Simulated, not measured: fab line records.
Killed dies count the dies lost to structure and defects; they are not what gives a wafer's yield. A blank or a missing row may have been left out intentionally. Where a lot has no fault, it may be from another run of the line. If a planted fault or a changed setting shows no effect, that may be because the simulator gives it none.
Chamber matching ; flow gf180mcu ; GF_V5_CVD_00 on hdpcvd-02 has 3 sister chambers
The step deposits SiO2, target thk 300 nm, time 50 s. 6 wafers are shown with their chamber, then 8 later ones without.

== WAFERS WITH THEIR CHAMBER ==
wafer;chamber;sih4-flow-sccm (sccm)
L149.1;2;59.95
L149.2;1;59.99
L151.1;1;59.87
L151.2;2;60.05
L151.5;0;59.96
L153.1;0;60.01

== WAFERS WHOSE CHAMBER IS MISSING ==
wafer;sih4-flow-sccm (sccm)
L153.5;59.86
L153.6;59.93
L154.2;59.74
L154.3;60.00
L154.5;59.74
L155.2;59.88
L155.3;60.14
L155.6;59.61

== CHAMBER TAKEN BY EACH ==
wafer;from the rows above;in truth
L153.5;can't be placed: 1 or 0 or 2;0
L153.6;can't be placed: 1 or 0 or 2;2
L154.2;can't be placed: 1 or 0 or 2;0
L154.3;can't be placed: 2 or 0 or 1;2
L154.5;can't be placed: 1 or 0 or 2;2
L155.2;can't be placed: 1 or 0 or 2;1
L155.3;can't be placed: 2 or 0 or 1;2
L155.6;can't be placed: 1 or 0 or 2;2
Placed correctly: 0 of 8. Not placeable from these rows: 8 (in 8, the candidates include the true chamber). Placed wrongly: 0.
How it was worked out, from the rows above alone: a wafer's distance from a chamber is the root of the sum, over the readings, of the square of ((its reading less the chamber's mean) divided by the reading's scatter). If the next closest chamber is less than 2 further off than the closest, the wafer can't be placed; otherwise it belongs to the closest. A chamber's mean is the mean of its shown wafers. The scatter: the root of (the sum of the squares of (reading less its chamber's mean) over the shown wafers, divided by (wafers less chambers)).
